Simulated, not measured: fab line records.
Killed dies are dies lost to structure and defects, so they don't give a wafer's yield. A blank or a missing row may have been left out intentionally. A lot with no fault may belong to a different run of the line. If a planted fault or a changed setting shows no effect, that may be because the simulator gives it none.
fab line records	flow sky130
record: lots: 11	wafers: 33	last_day: 50
route steps=708 shown METAL2@504 CAP2M@617 METAL5@664 PAD_OPEN@708
lots that met no fault: from a run of the same line without faults
start_h: the number of hours between the record's first day and the start of the first shown wafer of the lot	wait_h: hours elapsed since this lot's preceding step	" the same as in the row above	L1.1+2: several wafers, shown together as one row	- no value, or no start given	* or withheld: withheld	< > ~ a bound
route shown NAME@n: names a module that has steps shown in the file, with the first one's number in the route	usual: average and standard deviation across the fault-free wafers	same: alike in all rows	chamber/n: place in a boat	sites: per-site readings	_std_site: how widely they spread, as a standard deviation	_edge_site: inner sites' mean taken away from outer sites' mean	radius_mm: for every site, how far away it sits from the centre of the wafer	mask NAME#n: copy n	behind: the most recent tool/chamber to have shaped the wafer	hold: why the lot went on hold/how many hours it stayed there/how the hold came to an end	device: whichever transistor did not switch (one of n, p or np)	end of line: tests of these same wafers at the route's end	step lacking rows: just its recipe	killed: the dies lost at the first sort to structure and to defects; this is not the yield of the wafer	map: a wafer's dies, marking killed ones x, the rest . and places with no die _
set.NAME: the setting as run; set.NAME@STEP: as run at that earlier step	model.NAME: the simulator's own value behind a step, which no gauge read
a sample of lots followed through the steps of the route, with each step as a table and each wafer as a row
services: from which hour (start_h, from the record's first day; less than 0 if before it) a tool's chamber was out of use, for how many hours, and why
== steps ==
step: SKY_METAL2_STRIP_21
recipe: chemistry: post_etch_residue_remover	time_s: 1200	temp_c: 72.5
lot.wafer	tool	chamber	start_h	wait_h
L560.1+4+6	wet_bench-01	2	802.90	0.1
L561.2+3+6	wet_bench-02	3	823.60	0.1
L563.2+3+4	wet_bench-03	2	835.08	0.1
L564.2+5+6	wet_bench-02	2	865.63	0.1
L568.1+2+5	wet_bench-03	1	879.38	0.1
L569.3+4+6	wet_bench-03	0	888.13	0.0
L570.2+3+4	wet_bench-03	0	901.05	0.1
L575.2+4+5	wet_bench-01	2	956.71	0.1
L578.1+3+5	wet_bench-02	2	956.88	0.1
L583.2+3+6	wet_bench-03	0	986.30	0.1
L582.1+2+3	wet_bench-03	0	990.88	0.1
step: SKY_CAP2M_STRIP_14
recipe: chemistry: O2/N2	power_w: 1400	pressure_mtorr: 1500	platen_temp_c: withheld	o2_flow_sccm: 3000	n2_flow_sccm: 300	overash_fraction: 0.5
usual: chamber_pressure_mTorr: 1499.9/1.6	drypump_motor_current_A: 5.3/0.34	n2_flow_sccm: 300.0/0.91	oes_product_au: 0.710/0.0046	strip_time_to_endpoint_s: 12.65/0.041
lot.wafer	tool	chamber	start_h	wait_h	chamber_pressure_mTorr	drypump_motor_current_A	n2_flow_sccm	oes_product_au	rf_hours_counter_h	strip_time_to_endpoint_s
L560.1	plasma_asher-02	0	936.55	0.1	1498.8	4.9	301.4	0.703	83	12.65
L560.4	"	0	"	"	1498.7	5.0	300.7	0.707	-	12.66
L560.6	"	0	"	"	1498.4	5.0	299.9	0.719	-	12.72
L561.2	plasma_asher-01	0	956.85	0.1	1497.9	4.8	300.2	0.714	52	12.62
L561.3	"	0	"	"	1499.5	4.8	299.1	0.715	-	12.59
L561.6	"	0	"	"	1501.1	4.8	300.3	0.708	-	12.66
L563.2	plasma_asher-01	0	965.78	0.1	1496.9	4.8	300.5	0.708	53	12.65
L563.3	"	0	"	"	1500.0	4.8	300.9	0.710	-	12.67
L563.4	"	1	"	"	1499.4	5.3	298.9	0.707	-	12.67
L564.2	plasma_asher-01	1	994.18	0.1	1499.0	5.3	299.3	0.708	56	12.64
L564.5	"	1	"	"	1497.4	5.3	299.0	0.714	-	12.67
L564.6	"	0	"	"	1500.5	4.8	300.0	0.715	-	12.69
L568.1	plasma_asher-02	0	1007.39	0.1	1501.4	5.0	299.7	0.708	89	12.67
L568.2	"	1	"	"	1498.0	5.6	300.5	0.715	89	12.66
L568.5	"	0	"	"	1499.4	5.0	298.8	0.717	-	12.70
L569.3	plasma_asher-03	0	1016.51	0.1	1499.2	5.5	301.1	0.703	-	12.68
L569.4	"	1	"	"	1499.2	5.7	299.9	0.706	-	12.73
L569.6	"	0	"	"	1502.5	5.5	300.6	0.712	-	12.67
L570.2	plasma_asher-01	0	1028.18	0.1	1497.3	4.9	298.9	0.702	59	12.59
L570.3	"	0	"	"	1499.9	4.8	298.2	0.712	-	12.59
L570.4	"	1	"	"	1499.8	5.3	301.3	0.711	-	12.69
L575.2	plasma_asher-01	1	1077.43	0.1	1500.2	5.3	299.7	0.720	64	12.63
L575.4	"	0	"	"	1499.8	4.8	299.6	0.705	-	12.63
L575.5	"	1	"	"	1499.8	5.3	299.7	0.720	-	12.62
L578.1	plasma_asher-02	0	1078.63	0.1	1500.0	4.9	300.1	0.708	96	12.66
L578.3	"	1	"	"	1499.5	5.6	299.9	0.714	-	12.72
L578.5	"	0	"	"	1500.3	4.9	299.8	0.705	-	12.68
L583.2	plasma_asher-02	1	1100.89	0.1	1500.3	5.6	301.0	0.713	98	12.63
L583.3	"	1	"	"	1500.6	5.6	299.7	0.713	-	12.65
L583.6	"	0	"	"	1502.3	5.0	300.3	0.710	-	12.61
L582.1	plasma_asher-02	1	1106.45	0.1	1497.8	5.6	299.9	0.706	99	12.62
L582.2	"	0	"	"	1502.2	5.0	300.4	0.706	99	12.66
L582.3	"	0	"	"	1500.0	4.9	299.1	0.711	-	12.62
step: SKY_METAL5_SPUTTER_03
recipe: material: Ti	target_thk_nm: 5	power_w: 3000	time_s: 3.3	chamber_pressure_pa: 0.4
usual: throttle_valve_pct: 29.7/0.84
lot.wafer	tool	chamber	start_h	wait_h	throttle_valve_pct
L560.1	pvd_sputter-04	-	988.16	0.0	28.8
L560.4	"	-	"	"	30.4
L560.6	"	-	"	"	30.7
L561.2	pvd_sputter-04	-	1007.96	0.0	28.7
L561.3	"	-	"	"	29.2
L561.6	"	-	"	"	30.6
L563.2	pvd_sputter-04	-	1015.78	0.0	29.0
L563.3	"	-	"	"	30.7
L563.4	"	-	"	"	28.7
L564.2	pvd_sputter-03	-	1042.91	0.0	30.0
L564.5	"	-	"	"	28.6
L564.6	"	-	"	"	30.0
L568.1	pvd_sputter-04	-	1055.73	0.0	30.7
L568.2	"	-	"	"	28.9
L568.5	"	-	"	"	29.6
L569.3	pvd_sputter-04	-	1063.54	0.0	29.0
L569.4	"	-	"	"	29.2
L569.6	"	-	"	"	30.9
L570.2	pvd_sputter-04	-	1074.87	0.0	28.7
L570.3	"	-	"	"	29.3
L570.4	"	-	"	"	30.8
L575.2	pvd_sputter-04	-	1121.17	0.0	30.8
L575.4	"	-	"	"	29.1
L575.5	"	-	"	"	30.4
L578.1	pvd_sputter-04	-	1122.36	0.0	29.0
L578.3	"	-	"	"	29.5
L578.5	"	-	"	"	29.9
L583.2	pvd_sputter-04	-	1143.70	0.0	28.7
L583.3	"	-	"	"	29.6
L583.6	"	-	"	"	29.5
L582.1	pvd_sputter-04	-	1148.65	0.0	29.4
L582.2	"	-	"	"	30.7
L582.3	"	-	"	"	28.9
step: SKY_METAL5_METAL_ETCH_15
recipe: target_depth_a: 12600	stop_on: SiO2	over_etch_frac: 0.2	time_s: 252	chemistry: Cl2/BCl3	resist_sidewall_deg: 86	pressure_mtorr: 10	icp_w: 900	bias_w: 48.5	Cl2_flow_sccm: 60	bcl3_flow_sccm: 30
usual: chamber_pressure_mTorr: 10.000/0.0086	drypump_motor_current_A: 5.46/0.22	oes_product_au: 0.894/0.0052	rf_fwd_power_W: 897.5/2.6	throttle_valve_pct: 22.263/0.0093
lot.wafer	tool	chamber	start_h	wait_h	chamber_pressure_mTorr	drypump_motor_current_A	oes_product_au	rf_fwd_power_W	rf_hours_counter_h	throttle_valve_pct
L560.1	rie_metal-04	1	1010.65	0.0	10.006	5.25	0.896	899.1	18	22.252
L560.4	"	0	"	"	10.009	5.67	0.897	900.6	-	22.267
L560.6	"	0	"	"	9.998	5.64	0.892	898.1	-	22.252
L561.2	rie_metal-01	1	1030.32	0.0	10.014	5.73	0.883	893.3	17	22.277
L561.3	"	0	"	"	9.987	5.18	0.890	898.9	-	22.258
L561.6	"	1	"	"	9.995	5.79	0.886	898.2	-	22.248
L563.2	rie_metal-01	0	1038.68	0.0	10.011	5.18	0.902	896.9	13	22.274
L563.3	"	1	"	"	9.998	5.78	0.894	896.2	-	22.268
L563.4	"	0	"	"	10.012	5.17	0.896	895.1	-	22.265
L564.2	rie_metal-03	0	1064.47	0.0	9.986	5.54	0.889	901.1	6	22.260
L564.5	"	0	"	"	9.993	5.56	0.890	898.5	-	22.267
L564.6	"	1	"	"	9.997	5.28	0.894	895.8	-	22.260
L568.1	rie_metal-03	0	1076.97	0.0	10.005	5.56	0.898	896.5	6	22.281
L568.2	"	1	"	"	10.006	5.27	0.893	893.0	22	22.270
L568.5	"	0	"	"	10.010	5.55	0.897	896.6	-	22.260
L569.3	rie_metal-01	0	1084.20	0.1	10.017	5.19	0.891	895.9	-	22.277
L569.4	"	1	"	"	9.996	5.75	0.897	897.2	-	22.271
L569.6	"	1	"	"	10.003	5.81	0.899	898.9	-	22.266
L570.2	rie_metal-01	1	1095.02	0.0	10.004	5.74	0.899	893.1	22	22.259
L570.3	"	0	"	"	10.003	5.18	0.889	897.6	-	22.258
L570.4	"	1	"	"	9.985	5.75	0.890	894.9	-	22.258
L575.2	rie_metal-01	1	1139.92	0.0	9.984	5.74	0.899	896.7	27	22.271
L575.4	"	1	"	"	9.994	5.75	0.903	897.1	-	22.259
L575.5	"	1	"	"	9.999	5.71	0.891	893.1	-	22.273
L578.1	rie_metal-03	1	1140.22	0.0	10.005	5.30	0.895	893.3	27	22.267
L578.3	"	1	"	"	9.999	5.33	0.887	894.0	-	22.273
L578.5	"	0	"	"	10.010	5.58	0.892	897.0	-	22.276
L583.2	rie_metal-03	1	1160.60	0.0	10.005	5.30	0.899	897.9	28	22.260
L583.3	"	1	"	"	9.992	5.30	0.900	895.4	-	22.256
L583.6	"	0	"	"	9.992	5.54	0.891	900.4	-	22.270
L582.1	rie_metal-04	0	1165.82	0.0	9.998	5.66	0.901	899.2	17	22.256
L582.2	"	1	"	"	10.011	5.22	0.893	893.2	32	22.261
L582.3	"	1	"	"	10.005	5.22	0.893	898.1	-	22.263
step: SKY_PAD_OPEN_PROBE_99
usual: defect_limited_yield: 82.4/2.1	killed_at_M0_to_M3: 44/7	killed_at_M4_up: 3.0/1.9	killed_at_contacts: 24/5.4	killed_at_front_end: 15/4.6	killed_at_other: 0.3/0.5	killed_dies: 87/10	killed_open: 47/7	killed_short: 40/6.2	sort_bin_3_pad_short: 0.9/0.5	sort_bin_5_function: 10.4/1.4	sort_bin_6_memory: 6.3/1.2	sort_n_pass: 405/10	sort_yield_pct: 82.4/2.1
same: gross_dies: 492	killed_at_back_side: 0	sort_bin_4_leakage[%]: 0	sort_bin_8_speed[%]: 0
lot.wafer	tool	chamber	start_h	wait_h	defect_limited_yield[%]	killed_at_M0_to_M3	killed_at_M4_up	killed_at_contacts	killed_at_front_end	killed_at_other	killed_dies	killed_open	killed_short	sort_bin_3_pad_short[%]	sort_bin_5_function[%]	sort_bin_6_memory[%]	sort_n_pass	sort_yield_pct[%]
L569.3	prober-01	-	1128.21	0.2	69.3	116	5	15	15	0	151	44	39	5.3	18.7	6.7	341	69.3
L569.4	prober-01	-	1128.26	0.2	70.7	118	1	17	8	0	144	45	36	5.9	16.5	6.9	348	70.7
L569.6	prober-01	-	1128.36	0.2	72.2	108	2	14	13	0	137	44	24	4.3	17.1	6.5	355	72.2
L570.2	prober-01	-	1138.67	0.1	72.4	108	1	22	5	0	136	41	28	3.9	16.9	6.9	356	72.4
L570.3	prober-01	-	1138.72	0.2	70.3	109	7	22	8	0	146	43	38	4.5	17.3	7.9	346	70.3
L570.4	prober-01	-	1138.77	0.2	72.0	98	0	26	14	0	138	33	38	3.9	20.1	4.1	354	72.0
killed by level:class
L569.3 METAL2:unspecified=68 VIA2:geometric_particle:open=11 LI_CONTACT:geometric_particle:open=8 VIA1:geometric_particle:open=8 FIELD_ISO:geometric_particle:short=6 VIA2:geometric_particle:short=6 METAL1:geometric_particle:short=6 METAL2:geometric_particle:short=6
L569.4 METAL2:unspecified=63 VIA1:geometric_particle:open=13 CONTACT:geometric_particle:open=6 METAL1:geometric_particle:short=6 METAL2:geometric_particle:short=6 VIA1:geometric_particle:short=5 VIA2:geometric_particle:open=5 VIA3:geometric_particle:short=5
L569.6 METAL2:unspecified=69 VIA2:geometric_particle:open=9 LI_CONTACT:geometric_particle:open=6 CONTACT:geometric_particle:open=6 VIA1:geometric_particle:open=6 METAL2:geometric_particle:short=5 METAL1:geometric_particle:short=4 VIA3:geometric_particle:open=4
L570.2 METAL2:unspecified=67 VIA1:geometric_particle:open=9 CONTACT:geometric_particle:open=8 LI_CONTACT:geometric_particle:open=6 VIA1:geometric_particle:short=6 VIA3:geometric_particle:open=6 METAL1:geometric_particle:short=5 LOCAL_INTERCONNECT:geometric_particle:short=4
L570.3 METAL2:unspecified=65 CONTACT:geometric_particle:open=10 VIA1:geometric_particle:open=8 LI_CONTACT:geometric_particle:open=7 METAL1:geometric_particle:short=7 VIA1:geometric_particle:short=7 METAL4:geometric_particle:short=6 VIA2:geometric_particle:open=5
L570.4 METAL2:unspecified=67 VIA1:geometric_particle:open=10 CONTACT:geometric_particle:short=8 METAL1:geometric_particle:short=6 CONTACT:geometric_particle:open=6 FIELD_ISO:geometric_particle:open=5 LOCAL_INTERCONNECT:geometric_particle:short=5 LI_CONTACT:geometric_particle:open=4
== services ==
tool	chamber	start_h	hours	kind
plasma_asher-03	-	834.24	7.6	repair
plasma_asher-01	-	856.11	14.6	pm
plasma_asher-03	-	865.08	4.4	repair
plasma_asher-02	-	869.48	2.8	pm
plasma_asher-01	-	884.01	5.9	repair
rie_metal-04	-	884.68	2.8	pm
rie_metal-03	-	911.09	14.6	pm
pvd_sputter-04	3	931.64	-	consumable_replace:kit
pvd_sputter-04	3	931.64	18.0	scheduled_down
pvd_sputter-04	3	931.64	18.0	vent_cycle
plasma_asher-02	-	975.85	6.1	repair
rie_metal-01	-	976.24	2.8	pm
pvd_sputter-03	-	991.75	2.1	repair
plasma_asher-03	-	1055.28	9.0	pm
rie_metal-01	0	1099.74	21.9	repair
pvd_sputter-04	-	1107.82	2.6	repair
rie_metal-03	-	1132.11	1.0	repair
rie_metal-04	0	1137.08	10.1	repair
pvd_sputter-03	-	1145.38	1.4	repair
plasma_asher-01	-	1152.91	3.0	repair
pvd_sputter-03	-	1156.51	9.7	repair
pvd_sputter-03	-	1157.77	0.8	repair
plasma_asher-02	-	1160.49	4.2	repair
rie_metal-03	-	1165.80	1.4	repair
== key ==
first_sign: step: SKY_PAD_OPEN_PROBE_99	reading: killed_at_M0_to_M3	direction: up	sigmas: 9.3	usual: 44	struck: 110
effect: step: SKY_PAD_OPEN_PROBE_99	reading: sort_bin_3_pad_short	direction: up	sigmas: 7.3	usual: 0.9	struck: 4.6
met_at SKY_METAL2_STRIP_21
struck_lots L569,L570
not_acting_at SKY_CAP2M_STRIP_14,SKY_METAL5_SPUTTER_03,SKY_METAL5_METAL_ETCH_15
onset_between 879.38 888.13
fault: kind: chamber_particle_source	tool: wet_bench-03	chamber: -	onset_h: 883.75	steps: SKY_METAL2_STRIP_21	rate_per_visit_cm2: 1.8587	end_h: 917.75
